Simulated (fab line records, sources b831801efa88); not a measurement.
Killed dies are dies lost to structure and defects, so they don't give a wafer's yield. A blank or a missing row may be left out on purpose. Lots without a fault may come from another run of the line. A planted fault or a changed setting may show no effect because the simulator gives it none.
A struck lot beside a sound one | flow sky130 | 16 steps out of a route of 708
Sound: wafers L490.1, L490.2, L490.5. Struck: wafers L497.2, L497.5. The cause comes at the end.
At each step with rows: each side's tool, then ch and its chambers, then its first start. Under that, the readings that differ: sound wafers | struck wafers | difference of the means | sigmas: that difference in standard deviations of wafers without a fault.
alike: readings whose means differ by less than 2 such deviations, and words and numbers that are the same on both sides. not compared: withheld readings, readings that some wafer has no value for, bounds like >300 that may hide the same value, and numbers for which the record gives no deviation and whose values overlap.
The two part at a step that has a row with sigmas, a row that says differs or no value, or rows on one side only. Numbers that don't overlap but have no deviation are shown without sigmas and don't part them. A reading that every wafer of one side lacks parts them only if that side has two wafers or more.

first, 3 steps without rows for these wafers: SKY_METAL1_EXPOSE_12 (exposes mask MM1, target cd 140 nm); SKY_METAL1_PEB_13; SKY_METAL1_DEVELOP_14 (develop time 60 s).
SKY_METAL1_CD_MEAS_15: target cd 140 nm.
  sound on cd_sem-02, day 35 04:26; struck on cd_sem-02, day 36 09:05
  alike: cd_nm
SKY_METAL1_OVL_MEAS_16:
  sound on overlay-02, day 35 04:34; struck on overlay-01, day 36 09:12
  alike: METAL1_OVL
SKY_METAL1_DESCUM_17: chemistry O2, time 8 s.
  sound on rie_metal-03 ch 0,1, day 35 04:36; struck on rie_metal-02 ch 0,1, day 36 09:14
  alike: drypump_motor_current_A, oes_product_au, temp_c
  not compared: rf_hours_counter_h
SKY_METAL1_ETCH_18: etches BARC in N2/H2, stops on SiO2, time 45.9 s, target depth 60 nm.
  sound on rie_metal-03 ch 0,1, day 35 04:38; struck on rie_metal-02 ch 0,1, day 36 09:16
  alike: drypump_motor_current_A, h2_flow_sccm, oes_product_au, throttle_valve_pct
  not compared: rf_hours_counter_h
SKY_METAL1_METAL_ETCH_19: etches the open film in Cl2/BCl3, stops on SiO2, target depth 360 nm, time 78 s.
  sound on rie_metal-03 ch 0,1, day 35 04:41; struck on rie_metal-02 ch 0,1, day 36 09:19
  alike: drypump_motor_current_A, oes_product_au, throttle_valve_pct
  not compared: rf_hours_counter_h
SKY_METAL1_STRIP_20: strips in O2/N2.
  sound on plasma_asher-03 ch 0,1, day 35 04:47; struck on plasma_asher-04 ch 0,1, day 36 09:25
  alike: drypump_motor_current_A, oes_product_au, strip_time_to_endpoint_s
  not compared: rf_hours_counter_h
then, 3 steps without rows for these wafers: SKY_METAL1_STRIP_21 (strips in post etch residue remover, time 1200 s); SKY_METAL1_CLEAN_22 (cleans in IPA, time 180 s); SKY_METAL1_CLEAN_23 (cleans in O3/DIW).
SKY_VIA1_HDPCVD_00: deposits SiO2, target thk 1030 nm, time 171.7 s.
  sound on hdpcvd-01 ch 0,1,2, day 35 05:25; struck on hdpcvd-02 ch 0,1, day 36 10:00
  reading                                  | sound             | struck      | difference | sigmas
  run_length_s (s)                         | 199.8 198.5 199.3 | 182.0 181.7 | -17.4      | -38
  model.SiO2_of_VIA1_HDPCVD_00.thk_nm (nm) | 1044 1044 1035    | 926.7 932.6 | -111.3     |
  alike: sih4_flow_sccm
SKY_VIA1_THK_MEAS_01:
  sound on film_metro-03, day 35 05:31; struck on film_metro-04, day 36 10:08
  reading              | sound          | struck  | difference | sigmas
  VIA1_HDPCVD_THK (nm) | 1044 1043 1035 | 927 932 | -111       | -10
SKY_VIA1_CMP_02: polishes SiO2.
  sound on cmp-02 ch 0,1,3, day 35 05:38; struck on cmp-02 ch 0,3, day 36 10:25
  alike: motor_current_A
-- the record jumps here: 12 days lie between the struck wafers' starts before and after (it left off in module VIA1 and takes up again in module PAD_OPEN, whose first step shown is number 708 of the route) --
SKY_PAD_OPEN_PROBE_99:
  sound on prober-01, day 47 14:51; struck on prober-01, day 48 13:52
  reading                 | sound        | struck    | difference | sigmas
  killed_open             | 42 41 37     | 57 52     | +14        | +2
  sort_bin_5_function (%) | 9.1 8.9 10.0 | 13.0 12.4 | +3.4       | +2
  alike: defect_limited_yield, killed_at_M0_to_M3, killed_at_M4_up, killed_at_contacts, killed_at_front_end, killed_at_other, killed_dies, killed_short, sort_bin_3_pad_short, sort_bin_6_memory, sort_n_pass, sort_yield_pct

WHERE THEY PART
First at SKY_VIA1_HDPCVD_00; last, within this record, at SKY_PAD_OPEN_PROBE_99.

WHY: what the simulator had put in
Process parameter drift: hdpcvd-02, from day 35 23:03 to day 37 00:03, at SKY_VIA1_HDPCVD_00. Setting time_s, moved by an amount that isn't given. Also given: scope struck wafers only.
